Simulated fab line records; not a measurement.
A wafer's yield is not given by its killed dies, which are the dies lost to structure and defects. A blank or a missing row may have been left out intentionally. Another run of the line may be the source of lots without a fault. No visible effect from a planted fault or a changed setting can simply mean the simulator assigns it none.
fab line records :: flow sky130
record:
  lots: 5
  wafers: 15
  last_day: 50
route steps=708 shown LDD_HVN@270 LDD_HVP@278 LDD_LDN@289
lots that met no fault: from a run of the same line without faults
start_h: the number of hours between the record's first day and the start of the first shown wafer of the lot :: wait_h: hours elapsed since this lot's preceding step :: " unchanged from the row above :: L1.1+2: a single row standing in for several wafers :: - no value, or no start given :: * or withheld: withheld :: < > ~ a bound
route shown NAME@n: NAME is a module with steps in the file, n the number in the route of the first one :: usual: mean/standard deviation of fault-free wafers :: same: alike in all rows :: chamber/n: place in a boat :: sites: each site's reading :: _std_site: standard deviation across them :: _edge_site: outer sites' mean less inner sites' :: radius_mm: how far each site lies from the wafer's centre :: mask NAME#n: copy n :: behind: the most recent tool/chamber to have shaped the wafer :: hold: why the lot went on hold/how many hours it stayed there/how the hold came to an end :: device: transistor that didn't switch, given as n, p or np :: end of line: at the end of the route, the tests of the same wafers :: where a step has no rows: the recipe by itself :: killed: not the wafer's yield, but the dies lost to structure and defects at the first sort :: map: dies across one wafer; x = killed, . = not, _ = none there
set.NAME: the setting the step ran with; set.NAME@STEP: the setting that earlier step ran with :: model.NAME: the simulator's own value behind a step, which no gauge read
lots at selected steps of the route; one table per step, one row per wafer
services: when a tool's chamber went out of use (start_h, in hours from the record's first day, below 0 if earlier), for how many hours, and the reason
== steps ==
step: SKY_LDD_HVN_SOFTBAKE_03
recipe:
  temp_c: 90
  time_s: 60
  resist: NOVOLAK
step: SKY_LDD_HVN_EXPOSE_04
recipe:
  mask_id: HVNTM
  na: 0.6
  source_shape: conventional
  sigma_outer: 0.6
  polarization: unpolarized
  target_cd_nm: 700
  dose_mj: 127
step: SKY_LDD_HVN_PEB_05
recipe:
  temp_c: withheld
  time_s: *
  resist: NOVOLAK
step: SKY_LDD_HVN_DEVELOP_06
recipe:
  resist: NOVOLAK
  developer: TMAH
  develop_time_s: 60
  dev_temp_c: 23
step: SKY_LDD_HVN_OVL_MEAS_07
usual:
  LDD_HVN_OVL: -1.1/1.3
lot.wafer: L497.2
tool: overlay-01
chamber: -
start_h: 470.61
wait_h: 0.1
LDD_HVN_OVL[nm]: 0.3

lot.wafer: L497.3
tool: overlay-01
chamber: -
start_h: 470.61
wait_h: 0.1
LDD_HVN_OVL[nm]: -0.9

lot.wafer: L497.5
tool: overlay-01
chamber: -
start_h: 470.61
wait_h: 0.1
LDD_HVN_OVL[nm]: 0.8

lot.wafer: L499.1
tool: overlay-02
chamber: -
start_h: 503.41
wait_h: 0.1
LDD_HVN_OVL[nm]: -1.8

lot.wafer: L499.2
tool: overlay-02
chamber: -
start_h: 503.41
wait_h: 0.1
LDD_HVN_OVL[nm]: -3.4

lot.wafer: L499.4
tool: overlay-02
chamber: -
start_h: 503.41
wait_h: 0.1
LDD_HVN_OVL[nm]: -1.8

lot.wafer: L511.1
tool: overlay-01
chamber: -
start_h: 597.10
wait_h: 0.1
LDD_HVN_OVL[nm]: 2.6

lot.wafer: L511.5
tool: overlay-01
chamber: -
start_h: 597.10
wait_h: 0.1
LDD_HVN_OVL[nm]: -1.2

lot.wafer: L511.6
tool: overlay-01
chamber: -
start_h: 597.10
wait_h: 0.1
LDD_HVN_OVL[nm]: -1.2

lot.wafer: L513.2
tool: overlay-01
chamber: -
start_h: 612.28
wait_h: 0.1
LDD_HVN_OVL[nm]: 0.3

lot.wafer: L513.3
tool: overlay-01
chamber: -
start_h: 612.28
wait_h: 0.1
LDD_HVN_OVL[nm]: -2.2

lot.wafer: L513.5
tool: overlay-01
chamber: -
start_h: 612.28
wait_h: 0.1
LDD_HVN_OVL[nm]: -0.9

lot.wafer: L519.1
tool: overlay-02
chamber: -
start_h: 656.36
wait_h: 0.1
LDD_HVN_OVL[nm]: -1.1

lot.wafer: L519.3
tool: overlay-02
chamber: -
start_h: 656.36
wait_h: 0.1
LDD_HVN_OVL[nm]: -1.7

lot.wafer: L519.4
tool: overlay-02
chamber: -
start_h: 656.36
wait_h: 0.1
LDD_HVN_OVL[nm]: -1.9
step: SKY_LDD_HVN_IMPLANT_08
recipe:
  species: P
  energy_kev: 60
  dose_cm2: 3e+13
  tilt_deg: 40
step: SKY_LDD_HVN_STRIP_09
recipe:
  chemistry: O2/N2
  power_w: 1400
  pressure_mtorr: 1500
  platen_temp_c: withheld
  o2_flow_sccm: 3000
  n2_flow_sccm: 300
  overash_fraction: 0.5
usual:
  drypump_motor_current_A: 5.7/0.49
  n2_flow_sccm: 300.0/0.93
  oes_product_au: 0.408/0.0045
  strip_time_to_endpoint_s: 4.135/0.016
lot.wafer: L497.2
tool: plasma_asher-02
chamber: 1
start_h: 470.79
wait_h: 0.1
drypump_motor_current_A: 5.8
n2_flow_sccm: 300.4
oes_product_au: 0.406
rf_hours_counter_h: 78
strip_time_to_endpoint_s: 4.155

lot.wafer: L497.3
tool: plasma_asher-02
chamber: 1
start_h: 470.79
wait_h: 0.1
drypump_motor_current_A: 5.8
n2_flow_sccm: 301.9
oes_product_au: 0.411
rf_hours_counter_h: -
strip_time_to_endpoint_s: 4.146

lot.wafer: L497.5
tool: plasma_asher-02
chamber: 1
start_h: 470.79
wait_h: 0.1
drypump_motor_current_A: 5.8
n2_flow_sccm: 301.5
oes_product_au: 0.410
rf_hours_counter_h: -
strip_time_to_endpoint_s: 4.177

lot.wafer: L499.1
tool: plasma_asher-02
chamber: 1
start_h: 503.59
wait_h: 0.1
drypump_motor_current_A: 5.8
n2_flow_sccm: 299.3
oes_product_au: 0.401
rf_hours_counter_h: 81
strip_time_to_endpoint_s: 4.140

lot.wafer: L499.2
tool: plasma_asher-02
chamber: 0
start_h: 503.59
wait_h: 0.1
drypump_motor_current_A: 6.0
n2_flow_sccm: 299.7
oes_product_au: 0.404
rf_hours_counter_h: 81
strip_time_to_endpoint_s: 4.137

lot.wafer: L499.4
tool: plasma_asher-02
chamber: 0
start_h: 503.59
wait_h: 0.1
drypump_motor_current_A: 6.0
n2_flow_sccm: 300.8
oes_product_au: 0.413
rf_hours_counter_h: -
strip_time_to_endpoint_s: 4.131

lot.wafer: L511.1
tool: plasma_asher-03
chamber: 1
start_h: 597.28
wait_h: 0.1
drypump_motor_current_A: 5.8
n2_flow_sccm: 300.6
oes_product_au: 0.406
rf_hours_counter_h: 16
strip_time_to_endpoint_s: 4.117

lot.wafer: L511.5
tool: plasma_asher-03
chamber: 0
start_h: 597.28
wait_h: 0.1
drypump_motor_current_A: 4.8
n2_flow_sccm: 301.1
oes_product_au: 0.404
rf_hours_counter_h: -
strip_time_to_endpoint_s: 4.120

lot.wafer: L511.6
tool: plasma_asher-03
chamber: 1
start_h: 597.28
wait_h: 0.1
drypump_motor_current_A: 5.8
n2_flow_sccm: 301.6
oes_product_au: 0.406
rf_hours_counter_h: -
strip_time_to_endpoint_s: 4.135

lot.wafer: L513.2
tool: plasma_asher-04
chamber: 0
start_h: 612.46
wait_h: 0.1
drypump_motor_current_A: 4.8
n2_flow_sccm: 299.4
oes_product_au: 0.412
rf_hours_counter_h: 53
strip_time_to_endpoint_s: 4.116

lot.wafer: L513.3
tool: plasma_asher-04
chamber: 1
start_h: 612.46
wait_h: 0.1
drypump_motor_current_A: 6.2
n2_flow_sccm: 300.2
oes_product_au: 0.410
rf_hours_counter_h: -
strip_time_to_endpoint_s: 4.139

lot.wafer: L513.5
tool: plasma_asher-04
chamber: 1
start_h: 612.46
wait_h: 0.1
drypump_motor_current_A: 6.2
n2_flow_sccm: 299.6
oes_product_au: 0.414
rf_hours_counter_h: -
strip_time_to_endpoint_s: 4.117

lot.wafer: L519.1
tool: plasma_asher-03
chamber: 1
start_h: 656.54
wait_h: 0.1
drypump_motor_current_A: 5.9
n2_flow_sccm: 300.3
oes_product_au: 0.413
rf_hours_counter_h: 22
strip_time_to_endpoint_s: 4.144

lot.wafer: L519.3
tool: plasma_asher-03
chamber: 0
start_h: 656.54
wait_h: 0.1
drypump_motor_current_A: 4.8
n2_flow_sccm: 300.7
oes_product_au: 0.405
rf_hours_counter_h: -
strip_time_to_endpoint_s: 4.126

lot.wafer: L519.4
tool: plasma_asher-03
chamber: 1
start_h: 656.54
wait_h: 0.1
drypump_motor_current_A: 5.8
n2_flow_sccm: 300.5
oes_product_au: 0.415
rf_hours_counter_h: -
strip_time_to_endpoint_s: 4.146
step: SKY_LDD_HVN_TW_MEAS_10
usual:
  LDD_HVN_TW: 1437/7.7
lot.wafer: L497.2
tool: film_metro-03
chamber: -
start_h: 470.90
wait_h: 0.1
LDD_HVN_TW: 1446

lot.wafer: L497.3
tool: film_metro-03
chamber: -
start_h: 470.90
wait_h: 0.1
LDD_HVN_TW: 1446

lot.wafer: L497.5
tool: film_metro-03
chamber: -
start_h: 470.90
wait_h: 0.1
LDD_HVN_TW: 1441

lot.wafer: L499.1
tool: film_metro-03
chamber: -
start_h: 503.69
wait_h: 0.1
LDD_HVN_TW: 1455

lot.wafer: L499.2
tool: film_metro-03
chamber: -
start_h: 503.69
wait_h: 0.1
LDD_HVN_TW: 1450

lot.wafer: L499.4
tool: film_metro-03
chamber: -
start_h: 503.69
wait_h: 0.1
LDD_HVN_TW: 1450

lot.wafer: L511.1
tool: film_metro-02
chamber: -
start_h: 597.38
wait_h: 0.1
LDD_HVN_TW: 1435

lot.wafer: L511.5
tool: film_metro-02
chamber: -
start_h: 597.38
wait_h: 0.1
LDD_HVN_TW: 1442

lot.wafer: L511.6
tool: film_metro-02
chamber: -
start_h: 597.38
wait_h: 0.1
LDD_HVN_TW: 1439

lot.wafer: L513.2
tool: film_metro-03
chamber: -
start_h: 612.57
wait_h: 0.1
LDD_HVN_TW: 1441

lot.wafer: L513.3
tool: film_metro-03
chamber: -
start_h: 612.57
wait_h: 0.1
LDD_HVN_TW: 1435

lot.wafer: L513.5
tool: film_metro-03
chamber: -
start_h: 612.57
wait_h: 0.1
LDD_HVN_TW: 1448

lot.wafer: L519.1
tool: film_metro-01
chamber: -
start_h: 656.64
wait_h: 0.1
LDD_HVN_TW: 1434

lot.wafer: L519.3
tool: film_metro-01
chamber: -
start_h: 656.64
wait_h: 0.1
LDD_HVN_TW: 1435

lot.wafer: L519.4
tool: film_metro-01
chamber: -
start_h: 656.64
wait_h: 0.1
LDD_HVN_TW: 1428
step: SKY_LDD_HVP_DEHYDRATE_00
recipe:
  temp_c: 200
  time_s: 60
step: SKY_LDD_HVP_HMDS_01
recipe:
  prime_time_s: 60
  prime_temp_c: 120
step: SKY_LDD_HVP_COAT_02
recipe:
  resist: NOVOLAK
  spin_rpm: 3000
  resist_thk_nm: 300
step: SKY_LDD_HVP_SOFTBAKE_03
recipe:
  temp_c: 90
  time_s: 60
  resist: NOVOLAK
step: SKY_LDD_HVP_EXPOSE_04
recipe:
  mask_id: HVPTM
  na: 0.6
  source_shape: conventional
  sigma_outer: 0.6
  polarization: unpolarized
  target_cd_nm: 700
  dose_mj: 86
lot.wafer: L497.2+3+5
tool: iline_stepper-02
chamber: 0
start_h: 489.30
wait_h: -
mask: HVPTM#0

lot.wafer: L499.1+2+4
tool: iline_stepper-01
chamber: 0
start_h: 518.42
wait_h: -
mask: HVNTM#0

lot.wafer: L511.1+5+6
tool: iline_stepper-02
chamber: 0
start_h: 611.72
wait_h: -
mask: HVPTM#0

lot.wafer: L513.2+3+5
tool: iline_stepper-01
chamber: 0
start_h: 627.23
wait_h: -
mask: HVPTM#0

lot.wafer: L519.1+3+4
tool: iline_stepper-02
chamber: 0
start_h: 670.98
wait_h: -
mask: HVPTM#0
step: SKY_LDD_HVP_PEB_05
recipe:
  temp_c: withheld
  time_s: *
  resist: NOVOLAK
step: SKY_LDD_HVP_DEVELOP_06
recipe:
  resist: NOVOLAK
  developer: TMAH
  develop_time_s: 60
  dev_temp_c: 23
step: SKY_LDD_HVP_OVL_MEAS_07
usual:
  LDD_HVP_OVL: -1.9/1.3
lot.wafer: L497.2
tool: overlay-01
chamber: -
start_h: 504.54
wait_h: 0.1
LDD_HVP_OVL[nm]: -1.0

lot.wafer: L497.3
tool: overlay-01
chamber: -
start_h: 504.54
wait_h: 0.1
LDD_HVP_OVL[nm]: -2.1

lot.wafer: L497.5
tool: overlay-01
chamber: -
start_h: 504.54
wait_h: 0.1
LDD_HVP_OVL[nm]: -0.6

lot.wafer: L499.1
tool: overlay-01
chamber: -
start_h: 533.70
wait_h: 0.1
LDD_HVP_OVL[nm]: -

lot.wafer: L499.2
tool: overlay-01
chamber: -
start_h: 533.70
wait_h: 0.1
LDD_HVP_OVL[nm]: -

lot.wafer: L499.4
tool: overlay-01
chamber: -
start_h: 533.70
wait_h: 0.1
LDD_HVP_OVL[nm]: -

lot.wafer: L511.1
tool: overlay-02
chamber: -
start_h: 625.86
wait_h: 0.1
LDD_HVP_OVL[nm]: -2.1

lot.wafer: L511.5
tool: overlay-02
chamber: -
start_h: 625.86
wait_h: 0.1
LDD_HVP_OVL[nm]: -4.0

lot.wafer: L511.6
tool: overlay-02
chamber: -
start_h: 625.86
wait_h: 0.1
LDD_HVP_OVL[nm]: -2.1

lot.wafer: L513.2
tool: overlay-01
chamber: -
start_h: 641.45
wait_h: 0.1
LDD_HVP_OVL[nm]: -0.2

lot.wafer: L513.3
tool: overlay-01
chamber: -
start_h: 641.45
wait_h: 0.1
LDD_HVP_OVL[nm]: -1.3

lot.wafer: L513.5
tool: overlay-01
chamber: -
start_h: 641.45
wait_h: 0.1
LDD_HVP_OVL[nm]: -0.4

lot.wafer: L519.1
tool: overlay-02
chamber: -
start_h: 684.76
wait_h: 0.1
LDD_HVP_OVL[nm]: -1.0

lot.wafer: L519.3
tool: overlay-02
chamber: -
start_h: 684.76
wait_h: 0.1
LDD_HVP_OVL[nm]: -1.3

lot.wafer: L519.4
tool: overlay-02
chamber: -
start_h: 684.76
wait_h: 0.1
LDD_HVP_OVL[nm]: -3.7
step: SKY_LDD_HVP_IMPLANT_08
recipe:
  species: B
  energy_kev: 20
  dose_cm2: 1.7e+13
  tilt_deg: 17.9
step: SKY_LDD_HVP_STRIP_09
recipe:
  chemistry: O2/N2
  power_w: 1400
  pressure_mtorr: 1500
  platen_temp_c: withheld
  o2_flow_sccm: 3000
  n2_flow_sccm: 300
  overash_fraction: 0.5
usual:
  drypump_motor_current_A: 5.7/0.55
  n2_flow_sccm: 299.9/0.87
  oes_product_au: 0.408/0.0042
  strip_time_to_endpoint_s: 4.137/0.014
lot.wafer: L497.2
tool: plasma_asher-02
chamber: 1
start_h: 504.72
wait_h: 0.1
drypump_motor_current_A: 5.8
n2_flow_sccm: 298.8
oes_product_au: 0.408
rf_hours_counter_h: 82
strip_time_to_endpoint_s: 4.136

lot.wafer: L497.3
tool: plasma_asher-02
chamber: 1
start_h: 504.72
wait_h: 0.1
drypump_motor_current_A: 5.8
n2_flow_sccm: 300.2
oes_product_au: 0.414
rf_hours_counter_h: -
strip_time_to_endpoint_s: 4.130

lot.wafer: L497.5
tool: plasma_asher-02
chamber: 0
start_h: 504.72
wait_h: 0.1
drypump_motor_current_A: 6.0
n2_flow_sccm: 299.9
oes_product_au: 0.410
rf_hours_counter_h: -
strip_time_to_endpoint_s: 4.112

lot.wafer: L499.1
tool: plasma_asher-01
chamber: 0
start_h: 533.88
wait_h: 0.1
drypump_motor_current_A: 5.2
n2_flow_sccm: 300.1
oes_product_au: 0.416
rf_hours_counter_h: 67
strip_time_to_endpoint_s: 4.174

lot.wafer: L499.2
tool: plasma_asher-01
chamber: 1
start_h: 533.88
wait_h: 0.1
drypump_motor_current_A: 6.3
n2_flow_sccm: 299.2
oes_product_au: 0.409
rf_hours_counter_h: 67
strip_time_to_endpoint_s: 4.154

lot.wafer: L499.4
tool: plasma_asher-01
chamber: 1
start_h: 533.88
wait_h: 0.1
drypump_motor_current_A: 6.3
n2_flow_sccm: 298.3
oes_product_au: 0.404
rf_hours_counter_h: -
strip_time_to_endpoint_s: 4.143

lot.wafer: L511.1
tool: plasma_asher-04
chamber: 0
start_h: 626.04
wait_h: 0.1
drypump_motor_current_A: 4.8
n2_flow_sccm: 300.4
oes_product_au: 0.410
rf_hours_counter_h: 54
strip_time_to_endpoint_s: 4.134

lot.wafer: L511.5
tool: plasma_asher-04
chamber: 1
start_h: 626.04
wait_h: 0.1
drypump_motor_current_A: 6.2
n2_flow_sccm: 299.9
oes_product_au: 0.405
rf_hours_counter_h: -
strip_time_to_endpoint_s: 4.145

lot.wafer: L511.6
tool: plasma_asher-04
chamber: 0
start_h: 626.04
wait_h: 0.1
drypump_motor_current_A: 4.8
n2_flow_sccm: 299.5
oes_product_au: 0.406
rf_hours_counter_h: -
strip_time_to_endpoint_s: 4.141

lot.wafer: L513.2
tool: plasma_asher-04
chamber: 0
start_h: 641.63
wait_h: 0.1
drypump_motor_current_A: 4.9
n2_flow_sccm: 299.2
oes_product_au: 0.416
rf_hours_counter_h: 56
strip_time_to_endpoint_s: 4.157

lot.wafer: L513.3
tool: plasma_asher-04
chamber: 0
start_h: 641.63
wait_h: 0.1
drypump_motor_current_A: 4.9
n2_flow_sccm: 299.6
oes_product_au: 0.404
rf_hours_counter_h: -
strip_time_to_endpoint_s: 4.142

lot.wafer: L513.5
tool: plasma_asher-04
chamber: 0
start_h: 641.63
wait_h: 0.1
drypump_motor_current_A: 4.9
n2_flow_sccm: 299.3
oes_product_au: 0.407
rf_hours_counter_h: -
strip_time_to_endpoint_s: 4.132

lot.wafer: L519.1
tool: plasma_asher-04
chamber: 1
start_h: 684.94
wait_h: 0.1
drypump_motor_current_A: 6.2
n2_flow_sccm: 299.2
oes_product_au: 0.408
rf_hours_counter_h: 60
strip_time_to_endpoint_s: 4.125

lot.wafer: L519.3
tool: plasma_asher-04
chamber: 1
start_h: 684.94
wait_h: 0.1
drypump_motor_current_A: 6.2
n2_flow_sccm: 299.2
oes_product_au: 0.407
rf_hours_counter_h: -
strip_time_to_endpoint_s: 4.115

lot.wafer: L519.4
tool: plasma_asher-04
chamber: 0
start_h: 684.94
wait_h: 0.1
drypump_motor_current_A: 4.9
n2_flow_sccm: 300.0
oes_product_au: 0.413
rf_hours_counter_h: -
strip_time_to_endpoint_s: 4.116
step: SKY_LDD_HVP_TW_MEAS_10
usual:
  LDD_HVP_TW: 459/4.7
lot.wafer: L497.2
tool: film_metro-01
chamber: -
start_h: 504.83
wait_h: 0.1
LDD_HVP_TW: 453

lot.wafer: L497.3
tool: film_metro-01
chamber: -
start_h: 504.83
wait_h: 0.1
LDD_HVP_TW: 456

lot.wafer: L497.5
tool: film_metro-01
chamber: -
start_h: 504.83
wait_h: 0.1
LDD_HVP_TW: 453

lot.wafer: L499.1
tool: film_metro-02
chamber: -
start_h: 533.98
wait_h: 0.1
LDD_HVP_TW: 30

lot.wafer: L499.2
tool: film_metro-02
chamber: -
start_h: 533.98
wait_h: 0.1
LDD_HVP_TW: 30

lot.wafer: L499.4
tool: film_metro-02
chamber: -
start_h: 533.98
wait_h: 0.1
LDD_HVP_TW: 30

lot.wafer: L511.1
tool: film_metro-04
chamber: -
start_h: 626.14
wait_h: 0.1
LDD_HVP_TW: 469

lot.wafer: L511.5
tool: film_metro-04
chamber: -
start_h: 626.14
wait_h: 0.1
LDD_HVP_TW: 468

lot.wafer: L511.6
tool: film_metro-04
chamber: -
start_h: 626.14
wait_h: 0.1
LDD_HVP_TW: 466

lot.wafer: L513.2
tool: film_metro-02
chamber: -
start_h: 641.74
wait_h: 0.1
LDD_HVP_TW: 459

lot.wafer: L513.3
tool: film_metro-02
chamber: -
start_h: 641.74
wait_h: 0.1
LDD_HVP_TW: 458

lot.wafer: L513.5
tool: film_metro-02
chamber: -
start_h: 641.74
wait_h: 0.1
LDD_HVP_TW: 460

lot.wafer: L519.1
tool: film_metro-04
chamber: -
start_h: 685.04
wait_h: 0.1
LDD_HVP_TW: 466

lot.wafer: L519.3
tool: film_metro-04
chamber: -
start_h: 685.04
wait_h: 0.1
LDD_HVP_TW: 466

lot.wafer: L519.4
tool: film_metro-04
chamber: -
start_h: 685.04
wait_h: 0.1
LDD_HVP_TW: 465
step: SKY_LDD_LDN_DEHYDRATE_00
recipe:
  temp_c: 200
  time_s: 60
== services ==
tool: plasma_asher-03
chamber: -
start_h: 475.91
hours: 0.8
kind: repair

tool: iline_stepper-02
chamber: -
start_h: 485.90
hours: 2.1
kind: pm

tool: iline_stepper-02
chamber: -
start_h: 487.98
hours: -
kind: consumable_replace:lamp

tool: iline_stepper-01
chamber: -
start_h: 513.44
hours: 1.7
kind: pm

tool: iline_stepper-01
chamber: -
start_h: 534.72
hours: 0.8
kind: repair

tool: iline_stepper-02
chamber: -
start_h: 543.00
hours: 7.2
kind: repair

tool: iline_stepper-01
chamber: 0
start_h: 551.48
hours: -
kind: calibration

tool: plasma_asher-02
chamber: -
start_h: 586.94
hours: 1.7
kind: repair

tool: iline_stepper-02
chamber: -
start_h: 617.85
hours: 1.7
kind: pm

tool: iline_stepper-02
chamber: 0
start_h: 623.71
hours: -
kind: calibration

tool: iline_stepper-01
chamber: -
start_h: 646.50
hours: 2.0
kind: repair
== key ==
first_sign:
  step: SKY_LDD_HVP_EXPOSE_04
  reading: mask
  direction: changed
effect:
  step: SKY_LDD_HVP_OVL_MEAS_07
  reading: LDD_HVP_OVL
  direction: missing
effect:
  step: SKY_LDD_HVP_TW_MEAS_10
  reading: LDD_HVP_TW
  direction: down
  sigmas: 92
  usual: 459
  struck: 30
met_at SKY_LDD_HVP_EXPOSE_04
struck_wafers L499.1,L499.2,L499.4
sort_left_out L499.1,L499.2,L499.4
tester_left_out L499
fault:
  kind: wrong_mask
  tool: any
  chamber: -
  onset_h: 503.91
  steps: SKY_LDD_HVP_EXPOSE_04
  aux_copy: HVNTM#0
  scope: struck_lots_only
tester_left_out: of these lots the tester's yield and bins aren't shown, on N5 and GAA mostly nor the transistor test; their killed dies are dies lost to structure and defects alone, not to doping, threshold or leakage, so they don't give the yield
sort_left_out: the simulated sort isn't trusted on such a fault, so these wafers' sort isn't shown, and their yield isn't known
